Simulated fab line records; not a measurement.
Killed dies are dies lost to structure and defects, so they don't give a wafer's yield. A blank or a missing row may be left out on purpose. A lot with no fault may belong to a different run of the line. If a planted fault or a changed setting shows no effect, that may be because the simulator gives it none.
Which tool did it? -- flow sky130 -- 33 wafers from 11 lots sampled at 5 of the route's 708 steps

WHAT THE GAUGES READ, wafer by wafer
Not one reading of a measure or inspect step in the record can be checked against a usual standard deviation.

TOOL THAT RAN EACH LOT (tool first, then ch and the chambers of the sampled wafers, then the start)
lot,SKY_METAL4_STRIP_19,SKY_VIA4_ETCH_12,SKY_PASSIVATION_STRIP_12,SKY_PAD_OPEN_ETCH_07,SKY_PAD_OPEN_PROBE_99
L109,"plasmaAsher-03 ch 0,1, day 41 00:24","rieDiel-02 ch 0,1,3, day 42 01:00","plasmaAsher-01 ch 1, day 44 00:35","rieDiel-02 ch 0,1, day 44 22:20","prober-01, day 45 00:40"
L110,"plasmaAsher-04 ch 0,1, day 41 11:12","rieDiel-04 ch 0,2,3, day 42 11:21","plasmaAsher-03 ch 0,1, day 44 10:50","rieDiel-01 ch 1,2, day 45 08:04","prober-02, day 45 10:32"
L113,"plasmaAsher-04 ch 0,1, day 42 19:06","rieDiel-02 ch 0,2,3, day 43 18:58","plasmaAsher-01 ch 0,1, day 45 16:41","rieDiel-01 ch 1,2,3, day 46 12:59","prober-01, day 46 15:28"
L114,"plasmaAsher-03 ch 0,1, day 43 09:29","rieDiel-04 ch 0,1,3, day 44 08:45","plasmaAsher-04 ch 0,1, day 46 04:19","rieDiel-02 ch 0,2,3, day 47 00:38","prober-02, day 47 03:04"
L119,"plasmaAsher-03 ch 0,1, day 44 10:03","rieDiel-04 ch 0,1, day 45 09:03","plasmaAsher-01 ch 0,1, day 47 05:10","rieDiel-04 ch 0,1,2, day 48 00:40","prober-02, day 48 03:07"
L118,"plasmaAsher-02 ch 0,1, day 44 13:39","rieDiel-02 ch 0,1,3, day 45 11:36","plasmaAsher-04 ch 0, day 47 06:47","rieDiel-04 ch 1,3, day 48 02:13","prober-01, day 48 04:34"
L120,"plasmaAsher-02 ch 0,1, day 44 14:02","rieDiel-03 ch 0,2,3, day 45 11:54","plasmaAsher-01 ch 0,1, day 47 07:25","rieDiel-01 ch 2,3, day 48 02:34","prober-02, day 48 05:04"
L125,"plasmaAsher-02 ch 0,1, day 46 10:55","rieDiel-02 ch 0,3, day 47 08:36","plasmaAsher-01 ch 0,1, day 48 23:53","rieDiel-04 ch 1,2, day 49 16:31","prober-02, day 49 18:56"
L127,"plasmaAsher-02 ch 0,1, day 46 12:01","rieDiel-02 ch 2,3, day 47 09:09","plasmaAsher-01 ch 0,1, day 49 01:12","rieDiel-04 ch 0,2,3, day 49 19:08","prober-01, day 49 22:35"
L129,"plasmaAsher-04 ch 0,1, day 47 09:56","rieDiel-04 ch 0,1, day 48 06:45","plasmaAsher-03 ch 0,1, day 49 20:47","rieDiel-01 ch 0,1,3, day 50 11:43","prober-01, day 50 14:10"
L131,"plasmaAsher-03 ch 1, day 47 22:22","rieDiel-02 ch 1,2,3, day 48 17:57","plasmaAsher-01 ch 0,1, day 50 06:04","rieDiel-02 ch 0,3, day 50 21:26","prober-02, day 50 23:51"
- SKY_METAL4_STRIP_19: strips in O2/N2.
- SKY_VIA4_ETCH_12: etches SiO2 in C4F8/O2/Ar, stops on TiN, target depth 580 nm.
- SKY_PASSIVATION_STRIP_12: strips in O2/N2.
- SKY_PAD_OPEN_ETCH_07: etches the open film in CF4/O2, stops on AlCu, target depth 725 nm, time 161.1 s.
- SKY_PAD_OPEN_PROBE_99

AS READ BY THE TOOLS THEMSELVES (means over the sampled wafers that have a number; for cases with no such wafer, the mark the record gives instead)
SKY_METAL4_STRIP_19. Usual: drypumpMotorCurrentA 5.9 A, standard deviation 0.39; oesProductAu 0.502 a.u., standard deviation 0.0062; stripTimeToEndpointS 6.54 s, standard deviation 0.082.
lot,tool,drypumpMotorCurrentA (A),oesProductAu (a.u.),stripTimeToEndpointS (s),flag
L109,plasmaAsher-03,6.1,0.508,6.64,
L110,plasmaAsher-04,5.8,0.491,6.41,
L113,plasmaAsher-04,5.7,0.501,6.48,
L114,plasmaAsher-03,5.7,0.495,6.44,
L119,plasmaAsher-03,5.7,0.503,6.52,
L118,plasmaAsher-02,6.0,0.504,6.53,
L120,plasmaAsher-02,6.0,0.507,6.61,
L125,plasmaAsher-02,6.0,0.500,6.49,
L127,plasmaAsher-02,6.1,0.507,6.67,
L129,plasmaAsher-04,5.7,0.498,6.47,
L131,plasmaAsher-03,6.4,0.505,6.63,

SKY_VIA4_ETCH_12. Usual: biasW 1200 W, standard deviation 3.8; oesProductAu 0.926 a.u., standard deviation 0.0047.
lot,tool,biasW (W),oesProductAu (a.u.),flag
L109,rieDiel-02,1202,0.928,
L110,rieDiel-04,1200,0.926,
L113,rieDiel-02,1202,0.929,
L114,rieDiel-04,1201,0.930,
L119,rieDiel-04,1204,0.925,
L118,rieDiel-02,1202,0.931,
L120,rieDiel-03,1198,0.928,
L125,rieDiel-02,1199,0.924,
L127,rieDiel-02,1195,0.926,
L129,rieDiel-04,1200,0.926,
L131,rieDiel-02,1201,0.926,

SKY_PASSIVATION_STRIP_12. Usual: drypumpMotorCurrentA 5.6 A, standard deviation 0.46; oesProductAu 0.661 a.u., standard deviation 0.0044; stripTimeToEndpointS 31.51 s, standard deviation 0.12.
lot,tool,drypumpMotorCurrentA (A),oesProductAu (a.u.),stripTimeToEndpointS (s),flag
L109,plasmaAsher-01,5.2,0.660,31.36,
L110,plasmaAsher-03,5.7,0.662,31.52,
L113,plasmaAsher-01,5.1,0.658,31.34,
L114,plasmaAsher-04,5.7,0.662,31.61,
L119,plasmaAsher-01,5.2,0.662,31.43,
L118,plasmaAsher-04,5.6,0.662,31.41,
L120,plasmaAsher-01,5.2,0.661,31.42,
L125,plasmaAsher-01,5.2,0.660,31.31,
L127,plasmaAsher-01,5.2,0.660,31.51,
L129,plasmaAsher-03,5.7,0.662,31.57,
L131,plasmaAsher-01,5.2,0.659,31.56,

SKY_PAD_OPEN_ETCH_07. Usual: biasW 150.0 W, standard deviation 0.39; drypumpMotorCurrentA 5.5 A, standard deviation 0.54; oesProductAu 0.976 a.u., standard deviation 0.0077; throttleValvePct 5.963 %, standard deviation 0.0088.
lot,tool,biasW (W),drypumpMotorCurrentA (A),oesProductAu (a.u.),throttleValvePct (%),flag
L109,rieDiel-02,150.1,5.8,0.966,5.958,
L110,rieDiel-01,149.8,5.6,0.977,5.967,
L113,rieDiel-01,149.8,5.8,0.974,5.962,
L114,rieDiel-02,150.2,5.7,0.973,5.969,
L119,rieDiel-04,150.1,5.3,0.979,5.963,
L118,rieDiel-04,149.9,5.5,0.977,5.969,
L120,rieDiel-01,150.1,5.9,0.977,5.967,
L125,rieDiel-04,139.7,4.7,0.973,5.964,OFF
L127,rieDiel-04,140.0,5.6,0.974,5.969,OFF
L129,rieDiel-01,149.8,5.5,0.970,5.964,
L131,rieDiel-02,149.7,5.6,0.976,5.959,

SKY_PAD_OPEN_PROBE_99. Usual: defectLimitedYield 82.7 %, standard deviation 1.9; killed_at_M0_to_M3 43, standard deviation 6.6; killed_at_M4_up 3.1, standard deviation 1.6; killedAtContacts 23, standard deviation 5.6; killedAtFrontEnd 15, standard deviation 4.2; killedAtOther 0.2, standard deviation 0.43; killedDies 85, standard deviation 9.3; killedOnRim 17, standard deviation 3.6; killedOpen 46, standard deviation 6.6; killedShort 39, standard deviation 6.2; sort_bin_3_pad_short 0.8 %, standard deviation 0.37; sort_bin_5_function 10.2 %, standard deviation 1.5; sort_bin_6_memory 6.2 %, standard deviation 1.1; sortNPass 407, standard deviation 9.3; sortYieldPct 82.7 %, standard deviation 1.9.
lot,tool,defectLimitedYield (%),killed_at_M0_to_M3,killed_at_M4_up,killedAtContacts,killedAtFrontEnd,killedAtOther,killedDies,killedOnRim,killedOpen,killedShort,sort_bin_3_pad_short (%),sort_bin_5_function (%),sort_bin_6_memory (%),sortNPass,sortYieldPct (%),flag
L109,prober-01,81.1,44,2.7,29,17,0.3,93,20,50,43,0.8,11.0,7.1,399,81.1,
L110,prober-02,83.6,46,4.7,18,12,0.0,81,18,43,38,0.8,9.5,6.0,411,83.6,
L113,prober-01,83.0,46,1.7,19,17,0.0,84,14,47,37,1.0,10.5,5.4,408,83.0,
L114,prober-02,81.2,46,2.0,25,19,0.0,92,17,53,39,1.1,11.2,6.5,400,81.2,
L119,prober-02,82.0,51,4.7,21,13,0.0,89,18,51,37,0.9,11.7,5.4,403,82.0,
L118,prober-01,81.4,42,3.7,30,15,0.3,91,19,45,46,0.9,10.5,7.1,401,81.4,
L120,prober-02,83.0,41,3.3,27,12,0.0,84,19,42,42,1.1,8.8,7.1,408,83.0,
L125,prober-02,83.6,39,3.0,23,16,0.0,81,14,42,38,0.9,9.8,5.8,411,83.6,
L127,prober-01,82.4,48,5.0,18,15,0.3,86,16,45,42,1.1,11.3,5.1,406,82.4,
L129,prober-01,83.3,41,2.3,23,15,1.0,82,18,44,38,1.0,9.7,6.0,410,83.3,
L131,prober-02,83.4,39,3.0,26,13,0.7,82,17,46,36,0.7,10.2,5.7,410,83.4,

THE ANSWER, worked out from the rows above alone
Rule: a lot is off if the mean of its wafers that have a number lies more than 3 standard deviations from the usual mean. A lot without any number at a reading at which 4 lots or more have one is off too. The other lots that the step has rows for count as sound. After the gauges, taken in route order, come the tools' own readings; for these a lot's mean is taken, as printed above. At the first step where some lot is off, the reading lying furthest off is the one used; lots without a number count as furthest.
Off: L125, L127 (SKY_PAD_OPEN_ETCH_07, biasW).
A tool fits if, at that step or a process step before it, it ran every lot that is off, and no sound lot after the first of them. Can't be told from this: 2 tools fit, plasmaAsher-02 at SKY_METAL4_STRIP_19, rieDiel-04 at SKY_PAD_OPEN_ETCH_07.

WHAT THE SIMULATOR HAD INSERTED
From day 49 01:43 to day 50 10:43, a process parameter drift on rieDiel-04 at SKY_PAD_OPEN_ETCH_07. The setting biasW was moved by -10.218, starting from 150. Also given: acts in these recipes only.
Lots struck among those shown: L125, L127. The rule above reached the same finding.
